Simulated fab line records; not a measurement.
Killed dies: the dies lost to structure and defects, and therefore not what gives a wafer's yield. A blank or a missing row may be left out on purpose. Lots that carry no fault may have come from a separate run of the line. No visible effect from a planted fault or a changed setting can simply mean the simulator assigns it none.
Which tool is to blame? || flow gf180mcu || route of 602 steps, sampled at 1 step: 12 lots, 36 wafers

## WHAT THE GAUGES READ, wafer by wafer
GF_HV_LDD_CD_MEAS_19 targets a cd of 400 nm.
{"lot": "L076", "measured": "day 11 06:52", "on": "cd-sem-01", "cd-nm (nm)": "400.3 398.3 401.2"}
{"lot": "L077", "measured": "day 11 23:36", "on": "cd-sem-02", "cd-nm (nm)": "399.4 399.6 399.2"}
{"lot": "L079", "measured": "day 12 15:24", "on": "cd-sem-01", "cd-nm (nm)": "399.3 399.3 397.3"}
{"lot": "L080", "measured": "day 13 02:07", "on": "cd-sem-02", "cd-nm (nm)": "396.5 396.5 396.1"}
{"lot": "L083", "measured": "day 13 20:25", "on": "cd-sem-01", "cd-nm (nm)": "397.7 397.4 399.6"}
{"lot": "L085", "measured": "day 14 09:42", "on": "cd-sem-02", "cd-nm (nm)": "403.5 402.6 403.1"}
{"lot": "L087", "measured": "day 14 21:36", "on": "cd-sem-01", "cd-nm (nm)": "405.9 404.0 407.1"}
{"lot": "L089", "measured": "day 15 15:20", "on": "cd-sem-01", "cd-nm (nm)": "396.3 397.3 399.4"}
{"lot": "L091", "measured": "day 16 06:32", "on": "cd-sem-02", "cd-nm (nm)": "398.1 396.7 395.9"}
{"lot": "L093", "measured": "day 16 16:24", "on": "cd-sem-02", "cd-nm (nm)": "400.1 397.5 398.7"}
{"lot": "L095", "measured": "day 17 06:10", "on": "cd-sem-01", "cd-nm (nm)": "403.2 400.3 400.5"}
{"lot": "L097", "measured": "day 17 22:35", "on": "cd-sem-02", "cd-nm (nm)": "399.8 399.5 398.9"}

## WHAT TOOL EACH LOT RAN ON (gives the tool, then ch and the chambers of the sampled wafers, and finally the start)
There is no process step in the record ahead of these readings.

## THE ANSWER, worked out from the rows above alone
Rule: what is usual is taken from the lots themselves. Put in order of their means at a reading, lots are off if they are a third of the lots or fewer, leave a main group of 4 or more, and stand apart from it by a gap of 3 or more times the standard deviation of the main group's means; of several such gaps the widest counts. A main group is skipped when, at the precision printed for the reading in the tables above, its means are all equal. Also off: a lot with no number at a reading for which 4 or more lots have one. The other lots that the step has rows for count as sound.
None of the lots is off at any reading shown; this tells nothing.

## WHAT THE SIMULATOR HAD PUT IN
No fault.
